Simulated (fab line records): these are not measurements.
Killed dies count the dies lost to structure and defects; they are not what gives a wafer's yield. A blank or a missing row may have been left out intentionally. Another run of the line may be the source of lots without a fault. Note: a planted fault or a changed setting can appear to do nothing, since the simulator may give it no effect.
Commonality check across tools | flow gf180mcu | 11 lots, 36 wafers sampled

## WHAT PROMPTED THE OPENING
1 of 11 lots carry a flag on the reading HV_LDD_3_TW at GF_HV_LDD_TW_MEAS_38. No-fault wafers: 1435, standard deviation 6.3.
Rule: a lot is flagged in two cases, either no wafer of it has a number, or all its wafers with numbers fall more than 4 standard deviations from that mean. All remaining lots are regarded as sound.

lot  | measured     | on           | HV_LDD_3_TW, wafer by wafer | flag
L606 | day 11 21:44 | filmMetro-02 | 1435 1432 1435              | 
L607 | day 12 01:33 | filmMetro-04 | 1439 1439 1440              | 
L610 | day 13 03:00 | filmMetro-01 | 1436 1433 1441              | 
L611 | day 13 09:19 | filmMetro-02 | 1442 1444 1434              | 
L613 | day 14 05:38 | filmMetro-02 | 1447 1435 1437              | 
L616 | day 15 00:22 | filmMetro-02 | 1428 1421 1430              | 
L621 | day 16 20:13 | filmMetro-04 | 30 30 30 30 30 30           | FLAGGED
L622 | day 17 11:49 | filmMetro-04 | 1437 1438 1440              | 
L626 | day 18 18:53 | filmMetro-01 | 1424 1430 1432              | 
L627 | day 18 19:11 | filmMetro-02 | 1430 1424 1425              | 
L629 | day 19 17:22 | filmMetro-02 | 1435 1438 1445              | 
The numbers of the flagged lots are 30 on average: -1405 against the usual, or -99 or more standard deviations.

## LOT BY LOT: THE TOOL USED
The record holds 3 process steps before the reading, out of a route of 602 steps. In each cell: the tool, then ch and the chambers that the sampled wafers went through, then the start.
lot  | flag    | GF_VT_IMPLANT_STRIP_42              | GF_HV_LDD_EXPOSE_28                | GF_HV_LDD_STRIP_37
L606 |         | plasmaAsher-01 ch 0,1, day 7 16:31  | ilineStepper-02 ch 0, day 11 11:40 | plasmaAsher-04 ch 0, day 11 21:37
L607 |         | plasmaAsher-01 ch 0,1, day 7 20:16  | ilineStepper-01 ch 0, day 11 15:20 | plasmaAsher-03 ch 0,1, day 12 01:26
L610 |         | plasmaAsher-04 ch 1, day 8 20:14    | ilineStepper-02 ch 0, day 12 16:07 | plasmaAsher-03 ch 0, day 13 02:53
L611 |         | plasmaAsher-03 ch 0,1, day 9 00:37  | ilineStepper-01 ch 0, day 12 22:35 | plasmaAsher-04 ch 0,1, day 13 09:13
L613 |         | plasmaAsher-01 ch 0,1, day 9 15:56  | ilineStepper-02 ch 0, day 13 18:43 | plasmaAsher-04 ch 0,1, day 14 05:32
L616 |         | plasmaAsher-03 ch 0,1, day 10 10:34 | ilineStepper-01 ch 0, day 14 13:26 | plasmaAsher-04 ch 1, day 15 00:16
L621 | FLAGGED | plasmaAsher-01 ch 0,1, day 11 21:48 | ilineStepper-02 ch 0, day 16 08:03 | plasmaAsher-02 ch 0,1, day 16 20:07
L622 |         | plasmaAsher-03 ch 0,1, day 12 05:36 | ilineStepper-02 ch 0, day 16 23:44 | plasmaAsher-02 ch 0,1, day 17 11:44
L626 |         | plasmaAsher-03 ch 0,1, day 13 09:40 | ilineStepper-02 ch 0, day 18 05:52 | plasmaAsher-04 ch 0,1, day 18 18:46
L627 |         | plasmaAsher-03 ch 0,1, day 13 13:48 | ilineStepper-02 ch 0, day 18 06:08 | plasmaAsher-02 ch 0,1, day 18 19:06
L629 |         | plasmaAsher-01 ch 0,1, day 14 04:28 | ilineStepper-02 ch 0, day 19 03:34 | plasmaAsher-02 ch 0,1, day 19 17:16
What these steps do:
- GF_VT_IMPLANT_STRIP_42: strips in O2/N2.
- GF_HV_LDD_EXPOSE_28: exposes mask Nplus HV AREA, target cd 400 nm.
- GF_HV_LDD_STRIP_37: strips in O2/N2.
- GF_HV_LDD_TW_MEAS_38

## FLAGGED AGAINST TOTAL, ONE TOOL AT A TIME (gauges that did the reading follow at the end)
step                   | tool            | lots run | flagged | share of the flagged lots | sound lots run after its first flagged lot
GF_VT_IMPLANT_STRIP_42 | plasmaAsher-01  | 5        | 1       | all                       | 1 (L629)
GF_VT_IMPLANT_STRIP_42 | plasmaAsher-03  | 5        | 0       | none                      | -
GF_VT_IMPLANT_STRIP_42 | plasmaAsher-04  | 1        | 0       | none                      | -
GF_HV_LDD_EXPOSE_28    | ilineStepper-01 | 3        | 0       | none                      | -
GF_HV_LDD_EXPOSE_28    | ilineStepper-02 | 8        | 1       | all                       | 4 (L622,L626,L627,L629)
GF_HV_LDD_STRIP_37     | plasmaAsher-02  | 4        | 1       | all                       | 3 (L622,L627,L629)
GF_HV_LDD_STRIP_37     | plasmaAsher-03  | 2        | 0       | none                      | -
GF_HV_LDD_STRIP_37     | plasmaAsher-04  | 5        | 0       | none                      | -
GF_HV_LDD_TW_MEAS_38   | filmMetro-01    | 2        | 0       | none                      | -
GF_HV_LDD_TW_MEAS_38   | filmMetro-02    | 6        | 0       | none                      | -
GF_HV_LDD_TW_MEAS_38   | filmMetro-04    | 3        | 1       | all                       | 1 (L622)

## WHAT THE TABLE PERMITS
4 rows of the table ran every flagged lot: plasmaAsher-01 at GF_VT_IMPLANT_STRIP_42, ilineStepper-02 at GF_HV_LDD_EXPOSE_28, plasmaAsher-02 at GF_HV_LDD_STRIP_37, filmMetro-04 at GF_HV_LDD_TW_MEAS_38.
- plasmaAsher-01 at GF_VT_IMPLANT_STRIP_42: 1 of its 5 lots flagged. Lots that were sound ran on it after the first flagged one (L629); a persistent fault on the entire tool would not allow that.
- ilineStepper-02 at GF_HV_LDD_EXPOSE_28: 1 of its 8 lots flagged. Lots that were sound ran on it after the first flagged one (L622, L626, L627, L629); a persistent fault on the entire tool would not allow that.
- plasmaAsher-02 at GF_HV_LDD_STRIP_37: 1 of its 4 lots flagged. Lots that were sound ran on it after the first flagged one (L622, L627, L629); a persistent fault on the entire tool would not allow that.
- filmMetro-04 at GF_HV_LDD_TW_MEAS_38: 1 of its 3 lots flagged. Lots that were sound ran on it after the first flagged one (L622); a persistent fault on the entire tool would not allow that.
Every row of the table either missed a flagged lot or ran a sound lot after the first.

## WHAT THE SIMULATOR HAD PUT IN
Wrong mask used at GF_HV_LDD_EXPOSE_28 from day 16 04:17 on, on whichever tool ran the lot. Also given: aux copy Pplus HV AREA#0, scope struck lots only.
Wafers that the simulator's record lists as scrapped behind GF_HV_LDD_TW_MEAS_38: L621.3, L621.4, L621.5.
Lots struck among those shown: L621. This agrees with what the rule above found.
